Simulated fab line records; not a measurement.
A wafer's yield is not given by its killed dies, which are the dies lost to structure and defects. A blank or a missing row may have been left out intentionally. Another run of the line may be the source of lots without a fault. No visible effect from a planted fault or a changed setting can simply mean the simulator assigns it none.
fab line records	flow sky130
record lots=6	wafers=18	lastDay=50
route steps=708 shown METAL4@622 PAD_OPEN@708
lots that met no fault: from a run of the same line without faults
startH: hours from the record's first day to the start of the lot's first wafer shown	waitH: hours elapsed since this lot's preceding step	" as in the row above	L1.1+2: several wafers, shown together as one row	- either no value or no given start	* or withheld: withheld	< > ~ a bound
route shown NAME@n: NAME is a module with steps in the file, n the number in the route of the first one	usual: average and standard deviation across the fault-free wafers	same: alike in all rows	chamber/n: place in a boat	sites: each site's reading	_std_site: the values' standard deviation	_edge_site: outer sites' mean less inner sites'	radiusMm: for every site, how far away it sits from the centre of the wafer	mask NAME#n: copy n	behind: tool/chamber where the wafer was last shaped	hold: why the lot went on hold/how many hours it stayed there/how the hold came to an end	device: names the non-switching transistor (n, p or np)	end of line: at the end of the route, the tests of the same wafers	where a step has no rows: the recipe by itself	killed: not the wafer's yield, but the dies lost to structure and defects at the first sort	map: a wafer's dies, marking killed ones x, the rest . and places with no die _
set.NAME: the setting the step ran with; set.NAME@STEP: the setting that earlier step ran with	model.NAME: the simulator's own value behind a step, which no gauge read
lots at selected steps of the route; one table per step, one row per wafer
services: when a tool's chamber went out of use (startH, in hours from the record's first day, below 0 if earlier), for how many hours, and the reason
## steps
# step SKY_METAL4_HMDS_06
# recipe primeTimeS=60	primeTempC=121.2
# step SKY_METAL4_COAT_07
# recipe resist=BARC	tempC=withheld	timeS=withheld	spinRpm=3000	resistThkNm=60
# step SKY_METAL4_COAT_08
# recipe resist=KrF-thick	spinRpm=3000	resistThkNm=1140
# step SKY_METAL4_SOFTBAKE_09
# recipe tempC=100	timeS=90	resist=KrF-thick
# step SKY_METAL4_EXPOSE_10
# recipe maskId=MM4	na=0.68	sourceShape=annular	sigmaInner=0.4	sigmaOuter=0.8	targetCdNm=300	doseMj=28
# step SKY_METAL4_PEB_11
# recipe pebTempC=withheld	pebTimeS=withheld	resist=KrF-thick
# step SKY_METAL4_DEVELOP_12
# recipe developTimeS=60	resist=KrF-thick	devTempC=21
# step SKY_METAL4_CD_MEAS_13
# recipe targetCdNm=300
# usual cdNm=299.8/1.5
lot.wafer	tool	chamber	startH	waitH	cdNm
L338.1	cdSem-01	-	1006.93	-	301.0
L338.3	"	-	"	"	300.6
L338.6	"	-	"	"	299.3
L347.3	cdSem-01	-	1059.51	-	298.1
L347.4	"	-	"	"	300.5
L347.6	"	-	"	"	300.2
L351.1	cdSem-02	-	1078.52	-	300.5
L351.4	"	-	"	"	299.6
L351.5	"	-	"	"	298.4
L356.1	cdSem-02	-	1107.19	-	299.2
L356.3	"	-	"	"	299.7
L356.4	"	-	"	"	299.6
L357.3	cdSem-01	-	1115.28	-	302.7
L357.5	"	-	"	"	301.2
L357.6	"	-	"	"	301.5
L359.1	cdSem-01	-	1129.75	-	299.8
L359.3	"	-	"	"	300.0
L359.5	"	-	"	"	298.0
# step SKY_METAL4_OVL_MEAS_14
# usual METAL4_OVL=1/6.7
lot.wafer	tool	chamber	startH	waitH	METAL4_OVL[nm]
L338.1	overlay-02	-	1007.05	0.1	6
L338.3	"	-	"	"	13
L338.6	"	-	"	"	-4
L347.3	overlay-01	-	1059.60	0.1	3
L347.4	"	-	"	"	-1
L347.6	"	-	"	"	-7
L351.1	overlay-02	-	1078.64	0.1	-1
L351.4	"	-	"	"	-5
L351.5	"	-	"	"	2
L356.1	overlay-01	-	1107.31	0.1	3
L356.3	"	-	"	"	1
L356.4	"	-	"	"	13
L357.3	overlay-02	-	1115.37	0.1	1
L357.5	"	-	"	"	0
L357.6	"	-	"	"	4
L359.1	overlay-01	-	1129.87	0.1	8
L359.3	"	-	"	"	8
L359.5	"	-	"	"	2
# step SKY_METAL4_DESCUM_15
# recipe chemistry=O2	sourcePowerW=150	biasPowerW=0	pressureMtorr=10	tempC=40	timeS=8
# usual drypumpMotorCurrentA=5.71/0.29	oesProductAu=0.995/0.012	rfFwdPowerW=146.6/0.59
lot.wafer	tool	chamber	startH	waitH	drypumpMotorCurrentA	oesProductAu	rfFwdPowerW	rfHoursCounterH
L338.1	rieMetal-01	0	1007.09	0.0	5.46	1.016	146.2	6
L338.3	"	1	"	"	6.02	0.987	146.2	-
L338.6	"	0	"	"	5.47	1.014	146.4	-
L347.3	rieMetal-03	0	1059.63	0.0	5.69	0.994	146.2	-
L347.4	"	1	"	"	5.47	0.986	146.7	-
L347.6	"	1	"	"	5.47	0.997	146.4	-
L351.1	rieMetal-03	0	1078.67	0.0	5.69	0.976	147.1	16
L351.4	"	1	"	"	5.49	0.987	147.1	-
L351.5	"	1	"	"	5.49	0.978	146.5	-
L356.1	rieMetal-01	1	1107.34	0.0	6.00	0.989	146.6	23
L356.3	"	0	"	"	5.46	1.009	145.9	-
L356.4	"	1	"	"	6.02	0.979	145.7	-
L357.3	rieMetal-01	0	1115.40	0.0	5.46	1.012	146.9	-
L357.5	"	0	"	"	5.48	1.020	146.9	-
L357.6	"	1	"	"	6.04	0.979	146.4	-
L359.1	rieMetal-03	0	1129.90	0.0	5.68	0.985	146.4	19
L359.3	"	0	"	"	5.70	0.992	146.3	-
L359.5	"	0	"	"	5.68	0.989	146.4	-
# step SKY_METAL4_ETCH_16
# recipe chemistry=N2/H2	target=BARC	ionEnergyEv=200	biasW=100	pressureMtorr=30	n2FlowSccm=100	h2FlowSccm=200	icpW=500	stopOn=SiO2	timeS=88.2	targetDepthA=600
# usual drypumpMotorCurrentA=5.72/0.3	oesProductAu=0.627/0.0043	rfFwdPowerW=495.9/2	throttleValvePct=13.205/0.0084
lot.wafer	tool	chamber	startH	waitH	drypumpMotorCurrentA	oesProductAu	rfFwdPowerW	rfHoursCounterH	throttleValvePct
L338.1	rieMetal-01	0	1007.12	0.0	5.51	0.624	496.1	6	13.207
L338.3	"	1	"	"	6.04	0.628	496.5	-	13.201
L338.6	"	0	"	"	5.50	0.620	493.0	-	13.213
L347.3	rieMetal-03	0	1059.69	0.0	5.70	0.627	492.7	-	13.205
L347.4	"	1	"	"	5.47	0.626	495.1	-	13.215
L347.6	"	1	"	"	5.48	0.628	495.4	-	13.193
L351.1	rieMetal-03	0	1078.70	0.0	5.70	0.623	493.8	16	13.198
L351.4	"	1	"	"	5.49	0.626	495.3	-	13.201
L351.5	"	1	"	"	5.50	0.627	498.4	-	13.211
L356.1	rieMetal-01	1	1107.37	0.0	6.03	0.628	496.0	23	13.209
L356.3	"	0	"	"	5.48	0.627	498.5	-	13.192
L356.4	"	1	"	"	6.04	0.637	497.9	-	13.215
L357.3	rieMetal-01	0	1115.46	0.0	5.49	0.627	497.7	-	13.220
L357.5	"	0	"	"	5.48	0.629	496.2	-	13.190
L357.6	"	1	"	"	6.04	0.623	493.5	-	13.208
L359.1	rieMetal-03	0	1129.93	0.0	5.71	0.625	490.9	19	13.192
L359.3	"	0	"	"	5.69	0.628	493.6	-	13.211
L359.5	"	0	"	"	5.72	0.629	494.7	-	13.209
# step SKY_METAL4_ETCH_17
# recipe target=SiO2	stopOn=TiN	chemistry=C4F8/O2/Ar	sourceW=1500	biasW=1200	pressureMtorr=40	c4f8FlowSccm=withheld	O2_flow_sccm=6	Ar_flow_sccm=300	timeS=3.9	targetDepthA=150
# usual oesProductAu=0.756/0.0075	rfFwdPowerW=1466/6.6
lot.wafer	tool	chamber	startH	waitH	oesProductAu	rfFwdPowerW	rfHoursCounterH
L338.1	rieDiel-03	0	1007.22	0.1	0.748	1468	28
L338.3	"	3	"	"	0.746	1463	12
L338.6	"	1	"	"	0.753	1463	-
L347.3	rieDiel-04	0	1059.75	0.0	0.755	1462	14
L347.4	"	1	"	"	0.749	1476	17
L347.6	"	0	"	"	0.765	1465	-
L351.1	rieDiel-02	3	1078.80	0.1	0.751	1467	8
L351.4	"	2	"	"	0.763	1461	7
L351.5	"	1	"	"	0.768	1463	-
L356.1	rieDiel-03	2	1107.47	0.1	0.739	1471	18
L356.3	"	3	"	"	0.750	1460	16
L356.4	"	1	"	"	0.747	1463	26
L357.3	rieDiel-02	2	1115.52	0.0	0.771	1467	9
L357.5	"	2	"	"	0.768	1455	-
L357.6	"	3	"	"	0.764	1466	-
L359.1	rieDiel-03	1	1130.03	0.1	0.750	1461	27
L359.3	"	0	"	"	0.751	1474	3
L359.5	"	2	"	"	0.762	1465	-
# step SKY_METAL4_METAL_ETCH_18
# recipe targetDepthA=8450	stopOn=SiO2	overEtchFrac=0.3	timeS=183.1	chemistry=Cl2/BCl3	resistSidewallDeg=88	pressureMtorr=10	icpW=900	biasW=48.5	Cl2_flow_sccm=60	bcl3FlowSccm=30
# usual bcl3FlowSccm=29.99/0.09	drypumpMotorCurrentA=5.8/0.34	oesProductAu=0.865/0.0066	rfFwdPowerW=896.3/3	throttleValvePct=22.265/0.0088
lot.wafer	tool	chamber	startH	waitH	bcl3FlowSccm	drypumpMotorCurrentA	oesProductAu	rfFwdPowerW	rfHoursCounterH	throttleValvePct	model.KrF-thick_of_METAL4_COAT_08.thkNm	model.METAL4.cdNm	model.SiO2_of_VIA3_HDPCVD_00.thkNm
L338.1	rieMetal-02	1	1007.24	0.0	30.01	5.6	0.855	895.4	4	22.278	522.8	304	434.8
L338.3	"	0	"	"	29.78	6.3	0.872	897.0	-	22.274	532.4	301.7	436.9
L338.6	"	1	"	"	30.10	5.6	0.868	897.5	-	22.260	520.1	299.9	437.1
L347.3	rieMetal-02	1	1059.83	0.1	29.96	5.6	0.860	896.5	-	22.275	533.1	301.2	436.3
L347.4	"	0	"	"	29.95	6.3	0.859	895.6	-	22.261	529.5	299.1	436.8
L347.6	"	1	"	"	29.80	5.6	0.861	896.9	-	22.257	528.2	304.1	436.4
L351.1	rieMetal-02	1	1078.82	0.0	29.97	5.6	0.871	899.3	9	22.263	519.7	301	434
L351.4	"	0	"	"	29.84	6.3	0.858	897.7	-	22.279	531.2	302.5	435.5
L351.5	"	1	"	"	29.93	5.6	0.859	897.3	-	22.254	522.9	306.2	434.1
L356.1	rieMetal-02	0	1107.49	0.0	29.98	6.3	0.876	752.3	17	22.250	612.9	306.4	441.4
L356.3	"	1	"	"	29.98	5.6	0.875	900.8	-	22.287	528.2	304.6	437
L356.4	"	0	"	"	29.93	6.3	0.861	752.7	-	22.270	608.5	304.6	441.4
L357.3	rieMetal-02	0	1115.60	0.1	30.05	6.3	0.861	756.2	-	22.270	603.5	312.7	437.8
L357.5	"	1	"	"	30.07	5.6	0.869	902.2	-	22.272	525.8	306.5	433.9
L357.6	"	0	"	"	30.04	6.3	0.863	758.2	-	22.268	606	306.7	437
L359.1	rieMetal-01	1	1130.05	0.0	29.99	6.0	0.866	897.5	25	22.274	544.1	295.3	435.6
L359.3	"	1	"	"	30.18	6.0	0.874	896.8	-	22.262	538.2	298.6	434.1
L359.5	"	0	"	"	30.02	5.5	0.866	897.4	-	22.276	516.1	300.6	434.2
# step SKY_METAL4_STRIP_19
# recipe chemistry=O2/N2	powerW=1400	pressureMtorr=1500	platenTempC=withheld	o2FlowSccm=3000	n2FlowSccm=300	overashFraction=0.5
# usual drypumpMotorCurrentA=5.7/0.31	oesProductAu=0.504/0.0058	stripTimeToEndpointS=6.56/0.097
lot.wafer	tool	chamber	startH	waitH	drypumpMotorCurrentA	oesProductAu	rfHoursCounterH	stripTimeToEndpointS
L338.1	plasmaAsher-01	1	1007.42	0.1	5.7	0.505	28	6.49
L338.3	"	0	"	"	5.2	0.502	-	6.60
L338.6	"	0	"	"	5.2	0.501	-	6.48
L347.3	plasmaAsher-04	1	1059.98	0.1	6.3	0.506	-	6.59
L347.4	"	0	"	"	5.9	0.507	-	6.56
L347.6	"	1	"	"	6.3	0.502	-	6.53
L351.1	plasmaAsher-03	0	1079.00	0.1	5.6	0.489	65	6.45
L351.4	"	1	"	"	5.7	0.508	-	6.57
L351.5	"	0	"	"	5.6	0.506	-	6.49
L356.1	plasmaAsher-03	0	1107.67	0.1	5.6	0.531	68	7.38
L356.3	"	1	"	"	5.7	0.500	-	6.55
L356.4	"	0	"	"	5.6	0.539	-	7.35
L357.3	plasmaAsher-03	1	1115.75	0.1	5.7	0.536	-	7.30
L357.5	"	0	"	"	5.6	0.492	-	6.52
L357.6	"	1	"	"	5.7	0.536	-	7.33
L359.1	plasmaAsher-04	1	1130.23	0.1	6.3	0.511	106	6.72
L359.3	"	1	"	"	6.3	0.505	-	6.66
L359.5	"	0	"	"	5.9	0.500	-	6.43
# step SKY_METAL4_STRIP_20
# recipe chemistry=postEtchResidueRemover	timeS=1200	tempC=72.5
# step SKY_PAD_OPEN_PROBE_99
lot.wafer	tool	chamber	startH	waitH	model.etest.met4.widthNm	model.etest.met4Comb.leakLog10AUm	model.etest.met4.lineOhmUm
L338.1	prober-01	-	1099.56	0.1	302	-12.02	0.144
L338.3	prober-01	-	1099.66	0.2	303.1	-11.96	0.1407
L338.6	prober-01	-	1099.81	0.2	298.5	-11.9	0.1441
L347.3	prober-01	-	1147.12	0.2	296.6	-11.9	0.1436
L347.4	prober-01	-	1147.17	0.2	295.3	-11.91	0.1446
L347.6	prober-01	-	1147.27	0.2	306.7	-12.01	0.1393
L351.1	prober-01	-	1163.12	0.1	302.5	-11.93	0.1415
L351.4	prober-01	-	1163.27	0.2	302.2	-11.94	0.1432
L351.5	prober-01	-	1163.32	0.2	306.3	-11.99	0.1394
L356.1	prober-02	-	1188.43	0.1	309.1	-11.06	0.1326
L356.3	prober-02	-	1188.53	0.2	303	-11.92	0.1391
L356.4	prober-02	-	1188.58	0.2	303.2	-11.9	0.1374
L357.3	prober-02	-	1194.28	0.2	313.4	-12.1	0.1359
L357.5	prober-02	-	1194.38	0.2	303.3	-11.8	0.1416
L357.6	prober-02	-	1194.43	0.2	308.7	-12.01	0.1389
L359.1	prober-02	-	1205.80	0.1	297.2	-12.2	0.1416
L359.3	prober-02	-	1205.90	0.2	298.2	-12.07	0.1394
L359.5	prober-02	-	1206.00	0.2	300.1	-11.87	0.1423
# killed by level:class
L338.1 VIA1:geometricParticle:open=14 CONTACT:geometricParticle:open=8 CONTACT:geometricParticle:short=7 METAL2:geometricParticle:short=7 POLY_GATE:geometricParticle:open=6 VIA3:geometricParticle:open=5 VIA2:geometricParticle:open=5 FIELD_ISO:geometricParticle:open=4
L338.3 VIA1:geometricParticle:open=12 CONTACT:geometricParticle:open=8 VIA2:geometricParticle:short=5 LI_CONTACT:geometricParticle:open=5 LOCAL_INTERCONNECT:geometricParticle:short=5 VIA2:geometricParticle:open=5 LI_CONTACT:geometricParticle:short=4 METAL4:geometricParticle:short=4
L338.6 CONTACT:geometricParticle:open=9 VIA1:geometricParticle:open=8 VIA3:geometricParticle:open=8 VIA2:geometricParticle:open=7 LI_CONTACT:geometricParticle:open=6 CONTACT:geometricParticle:short=6 METAL2:geometricParticle:short=5 VIA2:geometricParticle:short=5
L347.3 VIA3:geometricParticle:open=11 VIA1:geometricParticle:open=8 VIA1:geometricParticle:short=7 POLY_GATE:geometricParticle:open=6 CONTACT:geometricParticle:open=6 FIELD_ISO:geometricParticle:short=5 LI_CONTACT:geometricParticle:open=5 VIA2:geometricParticle:open=5
L347.4 VIA1:geometricParticle:open=10 FIELD_ISO:geometricParticle:open=5 POLY_GATE:geometricParticle:short=5 LI_CONTACT:geometricParticle:short=5 LI_CONTACT:geometricParticle:open=5 CONTACT:geometricParticle:open=5 VIA3:geometricParticle:open=5 METAL1:geometricParticle:short=5
L347.6 LI_CONTACT:geometricParticle:open=14 CONTACT:geometricParticle:open=8 VIA1:geometricParticle:open=8 FIELD_ISO:geometricParticle:short=6 VIA1:geometricParticle:short=6 METAL1:geometricParticle:short=4 VIA2:geometricParticle:short=4 VIA3:geometricParticle:open=3
L351.1 CONTACT:geometricParticle:open=11 VIA3:geometricParticle:open=11 VIA1:geometricParticle:open=11 FIELD_ISO:geometricParticle:short=6 FIELD_ISO:geometricParticle:open=5 POLY_GATE:geometricParticle:open=5 LI_CONTACT:geometricParticle:open=4 METAL1:geometricParticle:short=4
L351.4 VIA1:geometricParticle:open=12 METAL2:geometricParticle:short=6 LI_CONTACT:geometricParticle:short=6 LI_CONTACT:geometricParticle:open=6 LOCAL_INTERCONNECT:geometricParticle:short=5 CONTACT:geometricParticle:short=5 CONTACT:geometricParticle:open=5 FIELD_ISO:geometricParticle:open=3
L351.5 VIA1:geometricParticle:open=14 CONTACT:geometricParticle:open=10 METAL1:geometricParticle:short=9 FIELD_ISO:geometricParticle:short=7 POLY_GATE:geometricParticle:short=7 LOCAL_INTERCONNECT:geometricParticle:short=7 VIA1:geometricParticle:short=7 CONTACT:geometricParticle:short=6
L357.3 VIA1:geometricParticle:open=10 CONTACT:geometricParticle:open=6 LOCAL_INTERCONNECT:geometricParticle:short=6 FIELD_ISO:geometricParticle:open=5 VIA2:geometricParticle:open=5 LI_CONTACT:geometricParticle:open=4 LI_CONTACT:geometricParticle:short=4 METAL1:geometricParticle:short=4
L357.5 VIA1:geometricParticle:open=15 CONTACT:geometricParticle:open=8 POLY_GATE:geometricParticle:short=7 CONTACT:geometricParticle:short=7 METAL2:geometricParticle:short=6 FIELD_ISO:geometricParticle:open=5 LI_CONTACT:geometricParticle:open=5 METAL4:geometricParticle:short=4
L357.6 CONTACT:geometricParticle:open=12 VIA1:geometricParticle:open=12 VIA3:geometricParticle:open=6 POLY_GATE:geometricParticle:open=5 LOCAL_INTERCONNECT:geometricParticle:short=5 VIA1:geometricParticle:short=5 FIELD_ISO:geometricParticle:short=4 FIELD_ISO:geometricParticle:open=4
L359.1 CONTACT:geometricParticle:open=8 METAL2:geometricParticle:short=8 LI_CONTACT:geometricParticle:open=7 FIELD_ISO:geometricParticle:open=6 LI_CONTACT:geometricParticle:short=4 VIA3:geometricParticle:open=4 VIA2:geometricParticle:open=4 VIA3:geometricParticle:short=3
L359.3 VIA1:geometricParticle:open=11 CONTACT:geometricParticle:open=9 FIELD_ISO:geometricParticle:short=8 VIA1:geometricParticle:short=8 CONTACT:geometricParticle:short=6 SPACER:geometricParticle:open=4 LOCAL_INTERCONNECT:geometricParticle:short=4 METAL2:geometricParticle:short=4
L359.5 VIA1:geometricParticle:open=11 LI_CONTACT:geometricParticle:open=10 METAL1:geometricParticle:short=8 VIA3:geometricParticle:open=8 CONTACT:geometricParticle:short=5 CONTACT:geometricParticle:open=5 VIA2:geometricParticle:open=5 POLY_GATE:geometricParticle:open=4
## services
tool	chamber	startH	hours	kind
rieDiel-02	2	983.58	13.8	repair
rieMetal-03	0	985.53	15.9	repair
plasmaAsher-03	-	1007.40	7.1	repair
rieMetal-01	-	1013.49	0.2	repair
plasmaAsher-01	-	1022.59	12.5	repair
rieDiel-04	-	1024.26	0.4	repair
rieDiel-03	0	1034.57	-	clean
rieDiel-03	0	1034.57	21.6	scheduledDown
rieDiel-03	0	1034.57	21.6	ventCycle
rieDiel-04	-	1037.80	0.6	repair
rieDiel-04	3	1041.35	4.2	repair
rieMetal-01	1	1042.50	7.6	repair
plasmaAsher-01	-	1047.77	25.3	repair
plasmaAsher-04	-	1053.68	0.5	repair
rieDiel-02	-	1060.15	15.6	pm
rieDiel-03	2	1066.54	9.2	repair
plasmaAsher-04	-	1069.11	1.4	repair
rieMetal-01	-	1074.77	0.6	repair
rieMetal-03	0	1093.79	5.3	repair
rieDiel-03	1	1099.49	7.7	repair
rieMetal-03	1	1117.79	3.1	repair
rieMetal-02	-	1127.77	2.8	pm
## key
firstSign step=SKY_METAL4_METAL_ETCH_18	reading=rfFwdPowerW	direction=down	sigmas=47	usual=896.3	struck=754.8
effect step=SKY_METAL4_STRIP_19	reading=stripTimeToEndpointS	direction=up	sigmas=8	usual=*	struck=*
modelEffect step=SKY_METAL4_METAL_ETCH_18	value=KrF-thick_of_METAL4_COAT_08.thkNm	without=532.6	struck=607.7
modelEffect step=SKY_PAD_OPEN_PROBE_99	value=etest.met4.widthNm	without=299	struck=308.6
metAt SKY_METAL4_METAL_ETCH_18
struckWafers L356.1,L356.4,L357.3,L357.6
sortLeftOut L356.1,L356.4
onsetBetween 1078.82 1107.49
fault kind=processParameterDrift	tool=rieMetal-02	chamber=0	onsetH=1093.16	steps=SKY_METAL4_METAL_ETCH_18	channel=icpW	offset=-144	shape=step	endH=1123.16	actsIn=theseRecipesOnly	stated=900
# sortLeftOut: the simulated sort isn't trusted on such a fault, so these wafers' sort isn't shown, and their yield isn't known
